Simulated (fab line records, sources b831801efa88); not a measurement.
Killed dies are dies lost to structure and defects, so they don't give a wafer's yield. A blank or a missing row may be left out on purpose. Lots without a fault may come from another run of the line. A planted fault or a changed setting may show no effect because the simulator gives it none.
Which tool did it? | flow sky130 | 13 lots, 38 wafers sampled, at 5 steps of a route of 708

WHAT THE GAUGES READ, wafer by wafer
SKY_LDD_HVP_OVL_MEAS_07. Usual: LDD_HVP_OVL -0.2 nm, standard deviation 1.2.
lot  | measured     | on         | LDD_HVP_OVL (nm) | flag
L223 | day 22 09:24 | overlay-02 | -1.7 -2.0 0.3    |
L224 | day 22 17:23 | overlay-02 | -1.7 -1.2 -1.2   |
L226 | day 23 12:54 | overlay-02 | -3.1 -0.3 -1.2   |
L225 | day 23 13:47 | overlay-01 | 1.9 1.1 2.1      |
L228 | day 24 00:27 | overlay-01 | 0.8 -0.3 0.4     |
L227 | day 24 01:21 | overlay-01 | -0.2 0.9 0.8     |
L229 | day 24 11:42 | overlay-01 | 1.3 2.5 0.9      |
L230 | day 24 14:02 | overlay-01 | -1.4 0.3 -0.8    |
L231 | day 25 01:19 | overlay-01 | -0.5 -0.6 1.2    |
L232 | day 25 08:16 | overlay-01 | 0.7 -0.6 0.5     |
L235 | day 26 00:39 | overlay-02 | 0.9 0.3 1.1      |
L234 | day 26 03:46 | overlay-01 | 0.2 0.1 -1.1     |
L238 | day 27 00:57 | overlay-02 | 0.4 0.5          |

SKY_POLY_CUT_OVL_MEAS_09. Usual: POLY_CUT_OVL 0 nm, standard deviation 5.4.
lot  | measured     | on         | POLY_CUT_OVL (nm) | flag
L223 | day 24 23:12 | overlay-02 | 9 3 -4            |
L224 | day 25 06:25 | overlay-01 | 0 5 -2            |
L226 | day 26 03:19 | overlay-02 | -7 -4 -8          |
L225 | day 26 03:39 | overlay-02 | 1 -1 -5           |
L228 | day 26 13:12 | overlay-02 | 0 9 11            |
L227 | day 26 16:25 | overlay-01 | -4 -10 -3         |
L229 | day 27 00:06 | overlay-02 | -6 -5 1           |
L230 | day 27 02:39 | overlay-01 | 3 7 0             |
L231 | day 27 13:49 | overlay-01 | -9 5 -11          |
L232 | day 27 20:07 | overlay-01 | -1 1 0            |
L235 | day 28 13:07 | overlay-01 | 6 3 4             |
L234 | day 28 14:16 | overlay-02 | 3 2 5             |
L238 | day 29 11:55 | overlay-02 | 3 4               |

SKY_SD_N_CD_MEAS_07: target cd 380 nm. Usual: cd_nm 380.5 nm, standard deviation 2.5.
lot  | measured     | on        | cd_nm (nm)              | flag
L223 | day 28 13:47 | cd_sem-01 | 381.4 382.7 379.3       |
L224 | day 28 20:19 | cd_sem-02 | 380.0 381.0 379.1       |
L226 | day 29 17:01 | cd_sem-02 | 383.2 383.6 382.2       |
L225 | day 29 17:20 | cd_sem-02 | 384.7 383.4 383.9       |
L228 | day 30 02:48 | cd_sem-01 | 378.9 376.9 378.3       |
L227 | day 30 04:21 | cd_sem-02 | 379.5 381.6 378.3       |
L229 | day 30 12:40 | cd_sem-02 | 382.3 383.3 382.6       |
L230 | day 30 14:53 | cd_sem-01 | 380.1 380.0 382.0       |
L231 | day 31 01:55 | cd_sem-01 | 381.5 379.0 381.2       |
L232 | day 31 07:40 | cd_sem-01 | 379.1 378.2 382.1       |
L235 | day 32 01:34 | cd_sem-01 | 382.3 383.8 384.1       |
L234 | day 32 01:56 | cd_sem-01 | 383.9 383.3 383.9       |
L238 | day 32 21:11 | cd_sem-02 | 356.3 364.8 355.9 365.1 | OFF

SKY_LI_CONTACT_OVL_MEAS_13. Usual: LI_CONTACT_OVL -1 nm, standard deviation 6.4.
lot  | measured     | on         | LI_CONTACT_OVL (nm) | flag
L223 | day 29 19:39 | overlay-01 | 5 8 11              |
L224 | day 30 01:51 | overlay-01 | -12 -7 -6           |
L226 | day 30 22:10 | overlay-02 | -3 -5 -11           |
L225 | day 30 23:18 | overlay-01 | -2 4 -3             |
L228 | day 31 07:58 | overlay-01 | 0 -1 -4             |
L227 | day 31 09:07 | overlay-01 | -4 -3 -3            |
L229 | day 31 18:13 | overlay-01 | -11 -5 -9           |
L230 | day 31 20:01 | overlay-01 | -1 -9 -3            |
L231 | day 32 07:13 | overlay-01 | 1 1 -1              |
L232 | day 32 11:59 | overlay-02 | 9 6 1               |
L235 | day 33 05:26 | overlay-02 | -5 0 -1             |
L234 | day 33 05:52 | overlay-01 | 7 6 5               |
L238 | day 34 01:47 | overlay-02 | 5 7                 |

WHICH TOOL RAN EACH LOT (tool, then ch and the chambers of the sampled wafers, then the start)
lot  | SKY_SD_N_EXPOSE_04
L223 | iline_stepper-02 ch 0, day 28 00:37
L224 | iline_stepper-01 ch 0, day 28 06:34
L226 | iline_stepper-01 ch 0, day 29 03:15
L225 | iline_stepper-02 ch 0, day 29 03:31
L228 | iline_stepper-02 ch 0, day 29 13:03
L227 | iline_stepper-02 ch 0, day 29 15:00
L229 | iline_stepper-02 ch 0, day 29 22:49
L230 | iline_stepper-02 ch 0, day 30 00:40
L231 | iline_stepper-01 ch 0, day 30 12:32
L232 | iline_stepper-01 ch 0, day 30 18:32
L235 | iline_stepper-02 ch 0, day 31 12:12
L234 | iline_stepper-02 ch 0, day 31 12:55
L238 | iline_stepper-02 ch 0, day 32 09:10
- SKY_SD_N_EXPOSE_04: exposes mask NSDM, target cd 380 nm.

WHAT THE TOOLS THEMSELVES READ (means of the sampled wafers that have a number; where no wafer has one, the mark that the record gives instead)
SKY_SD_N_EXPOSE_04. Usual: exposure_dose_mJ_cm2 141.1, standard deviation 0.36.
lot  | tool             | exposure_dose_mJ_cm2 | flag
L223 | iline_stepper-02 | 141.0                |
L224 | iline_stepper-01 | 141.5                |
L226 | iline_stepper-01 | 141.8                |
L225 | iline_stepper-02 | 141.1                |
L228 | iline_stepper-02 | 140.9                |
L227 | iline_stepper-02 | 140.8                |
L229 | iline_stepper-02 | 140.8                |
L230 | iline_stepper-02 | 140.8                |
L231 | iline_stepper-01 | 141.6                |
L232 | iline_stepper-01 | 141.6                |
L235 | iline_stepper-02 | 141.0                |
L234 | iline_stepper-02 | 140.8                |
L238 | iline_stepper-02 | 142.6                | OFF

THE ANSWER, worked out from the rows above alone
Rule: a lot is off if the mean of its wafers that have a number lies more than 3 standard deviations from the usual mean. A lot without any number at a reading at which 4 lots or more have one is off too. The other lots that the step has rows for count as sound. The gauges are gone through in route order, then the tools' own readings, and for those a lot's mean is taken as printed above. The first step at which some lot is off is used, and at that step the reading that is off furthest; a lot without a number counts as furthest.
Off: L238, at SKY_SD_N_CD_MEAS_07 (cd_nm).
A tool fits if, at a process step before that reading, it ran every lot that is off, and no sound lot after the first of them. The gauges at SKY_SD_N_CD_MEAS_07 aren't tried: what is off there is off at SKY_SD_N_EXPOSE_04 too, on other tools, and a gauge's error can't cause that. One fits: iline_stepper-02 at SKY_SD_N_EXPOSE_04. Its last sound lot is L234 (day 31 12:55), its first lot that is off L238 (day 32 09:10): a fault that began between those two fits.

WHAT THE SIMULATOR HAD PUT IN
Process parameter drift: iline_stepper-02, from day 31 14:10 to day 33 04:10, at SKY_SD_N_EXPOSE_04. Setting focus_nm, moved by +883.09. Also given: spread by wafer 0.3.
Lots struck among those shown: L238. The rule above found the same.
